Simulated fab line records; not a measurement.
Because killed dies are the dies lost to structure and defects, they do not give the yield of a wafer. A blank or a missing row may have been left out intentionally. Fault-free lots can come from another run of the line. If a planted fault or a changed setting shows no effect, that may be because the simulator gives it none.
What tool caused it? / flow gf180mcu / 12 lots, 36 wafers sampled, at 4 steps of a route of 602

## WHAT THE GAUGES READ, wafer by wafer
GF_MVSD_TW_MEAS_11.
lot=L881; measured=day 5 04:21; on=film_metro-02; MVSD_TW=1927 1941 1928
lot=L882; measured=day 5 06:25; on=film_metro-03; MVSD_TW=1925 1907 1911
lot=L890; measured=day 6 17:20; on=film_metro-03; MVSD_TW=1575 1575 1580
lot=L894; measured=day 7 14:48; on=film_metro-03; MVSD_TW=1554 1558 1559
lot=L895; measured=day 7 19:46; on=film_metro-03; MVSD_TW=1575 1564 1566
lot=L897; measured=day 8 07:59; on=film_metro-03; MVSD_TW=1569 1555 1566
lot=L898; measured=day 8 11:30; on=film_metro-02; MVSD_TW=1593 1597 1599
lot=L899; measured=day 8 17:07; on=film_metro-01; MVSD_TW=1595 1600 1594
lot=L901; measured=day 9 04:57; on=film_metro-01; MVSD_TW=1587 1583 1582
lot=L902; measured=day 9 10:48; on=film_metro-02; MVSD_TW=1597 1596 1585
lot=L903; measured=day 9 14:18; on=film_metro-01; MVSD_TW=1582 1595 1592
lot=L904; measured=day 9 20:13; on=film_metro-01; MVSD_TW=1588 1580 1588

GF_MVPSD_OVL_MEAS_07.
lot=L881; measured=day 5 17:53; on=overlay-02; MVPSD_OVL (nm)=0.9 0.8 0.7
lot=L882; measured=day 5 19:20; on=overlay-02; MVPSD_OVL (nm)=2.0 1.4 0.9
lot=L890; measured=day 7 08:14; on=overlay-02; MVPSD_OVL (nm)=-0.7 0.9 1.3
lot=L894; measured=day 8 07:27; on=overlay-01; MVPSD_OVL (nm)=0.0 0.3 -0.1
lot=L895; measured=day 8 11:14; on=overlay-02; MVPSD_OVL (nm)=0.9 1.5 2.5
lot=L897; measured=day 9 00:12; on=overlay-01; MVPSD_OVL (nm)=0.7 -0.5 0.1
lot=L898; measured=day 9 03:30; on=overlay-01; MVPSD_OVL (nm)=0.3 1.0 -0.4
lot=L899; measured=day 9 08:50; on=overlay-02; MVPSD_OVL (nm)=-0.1 -0.6 1.0
lot=L901; measured=day 9 21:57; on=overlay-02; MVPSD_OVL (nm)=-0.2 -0.4 0.5
lot=L902; measured=day 10 03:48; on=overlay-02; MVPSD_OVL (nm)=3.0 -0.5 1.2
lot=L903; measured=day 10 07:42; on=overlay-02; MVPSD_OVL (nm)=-0.7 1.2 0.2
lot=L904; measured=day 10 12:55; on=overlay-01; MVPSD_OVL (nm)=0.6 2.1 1.1

GF_VT_IMPLANT_RS_MEAS_46: measures by four-point-probe.
lot=L881; measured=day 8 08:03; on=film_metro-01; MVSD_RS (ohm/sq)=336.9 336.7 336.3
lot=L882; measured=day 8 09:51; on=film_metro-03; MVSD_RS (ohm/sq)=335.4 335.0 334.6
lot=L890; measured=day 10 02:00; on=film_metro-02; MVSD_RS (ohm/sq)=457.8 457.7 456.2
lot=L894; measured=day 11 03:49; on=film_metro-02; MVSD_RS (ohm/sq)=458.7 457.7 458.9
lot=L895; measured=day 11 08:54; on=film_metro-01; MVSD_RS (ohm/sq)=454.8 455.9 457.0
lot=L897; measured=day 11 23:31; on=film_metro-01; MVSD_RS (ohm/sq)=457.5 457.7 457.9
lot=L898; measured=day 12 03:53; on=film_metro-02; MVSD_RS (ohm/sq)=457.7 455.9 457.0
lot=L899; measured=day 12 08:32; on=film_metro-02; MVSD_RS (ohm/sq)=457.8 457.5 456.2
lot=L901; measured=day 13 00:28; on=film_metro-02; MVSD_RS (ohm/sq)=458.4 458.6 459.0
lot=L902; measured=day 13 07:07; on=film_metro-03; MVSD_RS (ohm/sq)=455.8 456.2 455.8
lot=L903; measured=day 13 11:28; on=film_metro-02; MVSD_RS (ohm/sq)=456.5 455.7 455.1
lot=L904; measured=day 13 17:26; on=film_metro-01; MVSD_RS (ohm/sq)=456.3 457.2 456.3

## WHICH TOOL RAN EACH LOT (tool, then ch and the chambers of the sampled wafers, then the start)
lot=L881; GF_MVSD_IMPLANT_08=implanter-01 ch 0, day 5 03:38
lot=L882; GF_MVSD_IMPLANT_08=implanter-01 ch 0, day 5 05:42
lot=L890; GF_MVSD_IMPLANT_08=implanter-01 ch 0, day 6 16:56
lot=L894; GF_MVSD_IMPLANT_08=implanter-02 ch 0, day 7 14:25
lot=L895; GF_MVSD_IMPLANT_08=implanter-03 ch 0, day 7 19:22
lot=L897; GF_MVSD_IMPLANT_08=implanter-02 ch 0, day 8 07:36
lot=L898; GF_MVSD_IMPLANT_08=implanter-03 ch 0, day 8 11:08
lot=L899; GF_MVSD_IMPLANT_08=implanter-03 ch 0, day 8 16:43
lot=L901; GF_MVSD_IMPLANT_08=implanter-01 ch 0, day 9 04:34
lot=L902; GF_MVSD_IMPLANT_08=implanter-02 ch 0, day 9 10:13
lot=L903; GF_MVSD_IMPLANT_08=implanter-01 ch 0, day 9 13:55
lot=L904; GF_MVSD_IMPLANT_08=implanter-03 ch 0, day 9 19:51
- GF_MVSD_IMPLANT_08

## WHAT THE TOOLS THEMSELVES READ (means of the sampled wafers that have a number; where no wafer has one, the mark that the record gives instead)
The record holds no such reading with a usual standard deviation.

## THE ANSWER, worked out from the rows above alone
Rule: usual is defined by the lots themselves. The widest of any qualifying gaps counts: lots, ordered by their means at a reading, are off when they make up no more than a third of the lots, leave a main group of 4 or more, and stand apart from it by 3 or more times the standard deviation of that group's means. A main group is skipped when, at the precision printed for the reading in the tables above, its means are all equal. Also off: a lot with no number at a reading for which 4 or more lots have one. Where the step has rows for the other lots, those lots are counted as sound. Order of review: gauges by route order, followed by the tools' own readings, for which a lot's mean as printed above is used. The first step at which some lot is off is used, and at that step the reading that is off furthest; a lot without a number counts as furthest.
Off: L881, L882, at GF_MVSD_TW_MEAS_11 (MVSD_TW). The main group: mean 1581, standard deviation 13.
A tool fits if, at a process step before that reading, it ran every lot that is off, and no sound lot after the first of them. Those tools and the gauges at GF_MVSD_TW_MEAS_11 are tried in the same way. Of those tried, none fits.

## WHAT WAS PUT IN BY THE SIMULATOR
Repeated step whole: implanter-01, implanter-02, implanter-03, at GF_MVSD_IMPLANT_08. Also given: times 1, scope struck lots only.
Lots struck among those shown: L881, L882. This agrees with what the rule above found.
